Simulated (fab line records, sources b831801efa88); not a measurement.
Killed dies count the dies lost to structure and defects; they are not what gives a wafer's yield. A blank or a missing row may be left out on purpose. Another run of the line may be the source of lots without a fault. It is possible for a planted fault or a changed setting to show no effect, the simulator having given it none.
The same fault as seen by 2 desks | flow sky130 | what lay behind the numbers comes last; until then each desk has only its own

== FOR THE TOOL OWNER'S DESK: lpcvd-01 ==
The tool's own readings at SKY_POLY_GATE_CVD_00 (deposits poly-Si, target thk 180 nm, time 720 s): means of the sampled wafers that have a number, for each lot that ran on this tool. The brackets show how far a lot's mean lies from the usual mean; more than 4 standard deviations puts the lot out of limits, marked OUT.
Columns: A = susceptor temp C at SKY_POLY_GATE_CVD_00, usual 620.00 C; B = zone power centre pct at SKY_POLY_GATE_CVD_00, usual 10.45 %; C = zone power upper pct at SKY_POLY_GATE_CVD_00, usual 8.6 %
lot  | first seen here | A      | B     | C
L189 | day 14 03:25    | 619.69 | 10.29 | 8.3
L192 | day 15 12:22    | 619.84 | 10.63 | 8.9
L194 | day 16 00:59    | 620.02 | 10.61 | 8.9
L195 | day 16 00:59    | 620.13 | 10.27 | 8.3
L196 | day 17 06:28    | 620.09 | 10.78 | 8.9
L197 | day 17 14:11    | 619.95 | 10.30 | 8.3
L198 | day 17 14:11    | 620.15 | 10.25 | 8.3
L201 | day 18 20:48    | 620.13 | 10.27 | 8.2
L210 | day 21 10:10    | 619.94 | 10.66 | 8.9
L211 | day 21 22:46    | 619.96 | 10.28 | 8.3
L212 | day 22 03:19    | 620.11 | 10.55 | 8.8
This desk's finding: nothing out of limits on any of the 11 lots.

== AT THE METROLOGY DESK ==
What the gauges read, lot by lot, whatever tool the lot ran on: means of the sampled wafers that have a number. The brackets show how far a lot's mean lies from the usual mean; more than 4 standard deviations puts the lot out of limits, marked OUT.
Columns: A = NWELL_TW at SKY_NWELL_TW_MEAS_15, usual 1799; B = SONOS_TUNNEL_OVL at SKY_SONOS_TUNNEL_OVL_MEAS_08, usual -1.0 nm; C = POLY_GATE_CVD_00_THK at SKY_POLY_GATE_THK_MEAS_01, usual 180.3 nm; D = cd nm at SKY_LDD_P_CD_MEAS_07, usual 379.9 nm
lot  | first seen here | A    | B    | C               | D
L189 | day 4 16:05     | 1815 | -2.2 | 180.3           | 378.1
L192 | day 5 11:04     | 1804 | -1.0 | 181.9           | 379.2
L194 | day 5 20:49     | 1799 | 0.0  | 178.7           | 380.0
L195 | day 5 23:49     | 1810 | -0.1 | 179.3           | 380.1
L196 | day 6 10:34     | 1795 | 0.0  | 180.6           | 380.0
L197 | day 6 12:59     | 1791 | 0.0  | 179.2           | 380.9
L198 | day 6 17:37     | 1789 | -0.5 | 181.1           | 376.7
L201 | day 7 14:10     | 1794 | -1.5 | 133.2 (-36) OUT | 380.7
L210 | day 9 17:28     | 1795 | 0.7  | 180.2           | 377.9
L211 | day 10 01:22    | 1792 | -0.4 | 180.0           | 380.6
L212 | day 10 09:17    | 1798 | -3.1 | 182.3           | 378.3
This desk's finding: out of limits on L201; first on L201, day 18 22:00 (POLY_GATE_CVD_00_THK at SKY_POLY_GATE_THK_MEAS_01). In limits: L189, L192, L194, L195, L196, L197, L198, L210, L211, L212.

== PUT TOGETHER ==
Metrology desk: alarm possible at day 18 22:00 on L201.
Nothing out of limits was seen by the tool owner's desk.
On record at the tool owner's desk: L201, within its limits.
Of the lots named, all ran SKY_POLY_GATE_CVD_00 on lpcvd-01.

== WHAT THE SIMULATOR HAD PUT IN ==
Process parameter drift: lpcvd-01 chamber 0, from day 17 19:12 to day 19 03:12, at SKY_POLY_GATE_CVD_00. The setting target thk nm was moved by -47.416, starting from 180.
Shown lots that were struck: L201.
Delay in hours, fault start to first out-of-limits reading, per desk: metrology desk 27.
